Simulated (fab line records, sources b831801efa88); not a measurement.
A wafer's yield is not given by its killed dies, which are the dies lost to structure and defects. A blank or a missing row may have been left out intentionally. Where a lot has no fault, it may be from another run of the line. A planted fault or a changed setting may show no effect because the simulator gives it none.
The tool behind it: which one?	flow gf180mcu	24 lots with 72 wafers sampled at 3 steps, on a route of 602 steps

## WHAT THE GAUGES READ, wafer by wafer
GF_STI_THK_MEAS_02.
lot	measured	on	STI_OXIDATION_THK (nm)
L074	day 1 11:59	film_metro-01	10.38 10.43 10.50
L075	day 1 17:24	film_metro-04	10.36 10.42 10.32
L076	day 1 21:33	film_metro-03	10.16 10.04 10.07
L077	day 2 02:43	film_metro-04	10.20 10.06 10.11
L078	day 2 07:32	film_metro-01	9.96 10.04 9.90
L079	day 2 12:31	film_metro-03	9.88 9.87 9.97
L080	day 2 18:10	film_metro-03	9.98 9.80 9.97
L081	day 2 23:12	film_metro-03	10.18 10.22 10.33
L082	day 3 03:32	film_metro-04	10.12 9.93 9.97
L083	day 3 08:31	film_metro-01	9.97 9.83 9.81
L084	day 3 14:25	film_metro-01	10.19 9.94 10.16
L085	day 3 18:31	film_metro-04	10.14 10.29 10.19
L086	day 3 23:42	film_metro-03	9.77 9.86 10.10
L087	day 4 05:08	film_metro-01	10.16 10.09 10.07
L088	day 4 09:31	film_metro-01	9.94 10.02 9.86
L089	day 4 14:32	film_metro-04	10.15 10.00 10.10
L090	day 4 19:32	film_metro-01	9.81 9.91 10.10
L091	day 5 00:31	film_metro-03	10.06 10.20 10.24
L092	day 5 05:32	film_metro-03	9.93 10.16 9.98
L093	day 5 10:31	film_metro-01	10.33 10.36 10.46
L094	day 5 15:31	film_metro-03	9.89 9.83 10.00
L095	day 5 20:41	film_metro-03	9.95 10.17 10.11
L096	day 6 01:38	film_metro-04	10.14 10.09 9.90
L097	day 6 07:07	film_metro-03	9.98 10.07 9.78

GF_M4_RS_MEAS_05: the measuring method here is four-point-probe.
lot	measured	on	M4_ALCU_RS (ohm/sq)
L074	day 22 12:26	film_metro-01	0.0692 0.0697 0.0694
L075	day 23 00:50	film_metro-01	0.0697 0.0696 0.0678
L076	day 23 04:55	film_metro-03	0.0699 0.0707 0.0697
L077	day 23 18:04	film_metro-02	0.0696 0.0698 0.0708
L078	day 24 09:04	film_metro-03	0.0680 0.0697 0.0700
L079	day 24 10:54	film_metro-03	0.0683 0.0702 0.0698
L080	day 24 22:22	film_metro-01	0.0681 0.0703 0.0683
L081	day 25 01:38	film_metro-02	0.0696 0.0696 0.0691
L082	day 25 10:38	film_metro-03	0.0710 0.0702 0.0700
L083	day 25 12:46	film_metro-01	0.0698 0.0693 0.0702
L084	day 26 04:40	film_metro-01	0.0705 0.0712 0.0700
L085	day 26 17:22	film_metro-01	0.0683 0.0682 0.0692
L086	day 26 20:47	film_metro-03	0.0706 0.0707 0.0710
L087	day 27 05:19	film_metro-02	0.0693 0.0679 0.0695
L088	day 27 12:17	film_metro-02	0.0701 0.0709 0.0707
L089	day 27 21:58	film_metro-03	0.0706 0.0703 0.0694
L090	day 28 03:36	film_metro-03	0.0704 0.0707 0.0708
L091	day 28 08:17	film_metro-01	0.0681 0.0693 0.0684
L092	day 28 13:56	film_metro-01	0.0687 0.0705 0.0696
L093	day 28 18:55	film_metro-03	0.0687 0.0696 0.0695
L094	day 29 03:57	film_metro-03	0.0706 0.0697 0.0705
L095	day 29 08:17	film_metro-03	0.0681 0.0680 0.0683
L096	day 29 16:45	film_metro-01	0.0690 0.0690 0.0699
L097	day 29 23:49	film_metro-01	0.0707 0.0697 0.0701

## WHAT TOOL EACH LOT RAN ON (gives the tool, then ch and the chambers of the sampled wafers, and finally the start)
lot	GF_CONTACT_STRIP_18
L074	plasma_asher-04 ch 0,1, day 16 01:44
L075	plasma_asher-03 ch 0,1, day 16 15:10
L076	plasma_asher-01 ch 0, day 16 19:37
L077	plasma_asher-03 ch 0,1, day 17 07:09
L078	plasma_asher-04 ch 0,1, day 17 22:58
L079	plasma_asher-03 ch 0,1, day 18 01:42
L080	plasma_asher-01 ch 0,1, day 18 13:31
L081	plasma_asher-04 ch 0,1, day 18 18:41
L082	plasma_asher-04 ch 0,1, day 19 04:59
L083	plasma_asher-03 ch 0,1, day 19 07:31
L084	plasma_asher-03 ch 0,1, day 20 01:22
L085	plasma_asher-01 ch 1, day 20 16:34
L086	plasma_asher-04 ch 0,1, day 20 17:51
L087	plasma_asher-04 ch 0,1, day 21 04:49
L088	plasma_asher-04 ch 0,1, day 21 13:27
L089	plasma_asher-04 ch 0,1, day 22 00:42
L090	plasma_asher-03 ch 0,1, day 22 08:36
L091	plasma_asher-03 ch 0,1, day 22 13:01
L092	plasma_asher-01 ch 0,1, day 22 22:11
L093	plasma_asher-04 ch 0, day 23 00:57
L094	plasma_asher-04 ch 0,1, day 23 10:01
L095	plasma_asher-01 ch 0,1, day 23 16:54
L096	plasma_asher-04 ch 0,1, day 24 03:40
L097	plasma_asher-03 ch 0,1, day 24 10:27
- GF_CONTACT_STRIP_18: strips in O2/N2.

## WHAT THE TOOLS THEMSELVES READ (means of the sampled wafers that have a number; where no wafer has one, the mark that the record gives instead)
GF_CONTACT_STRIP_18.
lot	tool	drypump_motor_current_A (A)	heater_power_w (W)	oes_product_au (a.u.)
L074	plasma_asher-04	5.54	340	0.575
L075	plasma_asher-03	5.70	315	0.587
L076	plasma_asher-01	5.67	312	0.578
L077	plasma_asher-03	5.71	316	0.583
L078	plasma_asher-04	5.46	349	0.577
L079	plasma_asher-03	5.71	317	0.579
L080	plasma_asher-01	5.49	323	0.581
L081	plasma_asher-04	5.56	337	0.577
L082	plasma_asher-04	5.46	341	0.579
L083	plasma_asher-03	5.48	326	0.582
L084	plasma_asher-03	5.70	317	0.574
L085	plasma_asher-01	5.09	336	0.586
L086	plasma_asher-04	5.46	343	0.583
L087	plasma_asher-04	5.48	342	0.582
L088	plasma_asher-04	5.55	332	0.580
L089	plasma_asher-04	5.48	341	0.580
L090	plasma_asher-03	5.72	320	0.581
L091	plasma_asher-03	5.71	315	0.579
L092	plasma_asher-01	5.28	331	0.583
L093	plasma_asher-04	5.66	332	0.585
L094	plasma_asher-04	5.47	343	0.583
L095	plasma_asher-01	5.28	330	0.582
L096	plasma_asher-04	5.56	336	0.582
L097	plasma_asher-03	5.73	316	0.585

## THE ANSWER, worked out from the rows above alone
Rule: the lots themselves supply what counts as usual. Put in order of their means at a reading, lots are off if they are a third of the lots or fewer, leave a main group of 4 or more, and stand apart from it by a gap of 3 or more times the standard deviation of the main group's means; of several such gaps the widest counts. The tables above print the reading to a certain number of digits; a main group whose means all agree to those digits is not used. Also off: a lot with no number at a reading for which 4 or more lots have one. All remaining lots with rows at the step are treated as sound. First the gauges in route order, then the tools' own readings, where a lot's mean is used as printed above. At the first step where some lot is off, the reading lying furthest off is the one used; lots without a number count as furthest.
Across all readings shown, no lot is off: no conclusion can be drawn from this.

## WHAT THE SIMULATOR HAD PUT IN
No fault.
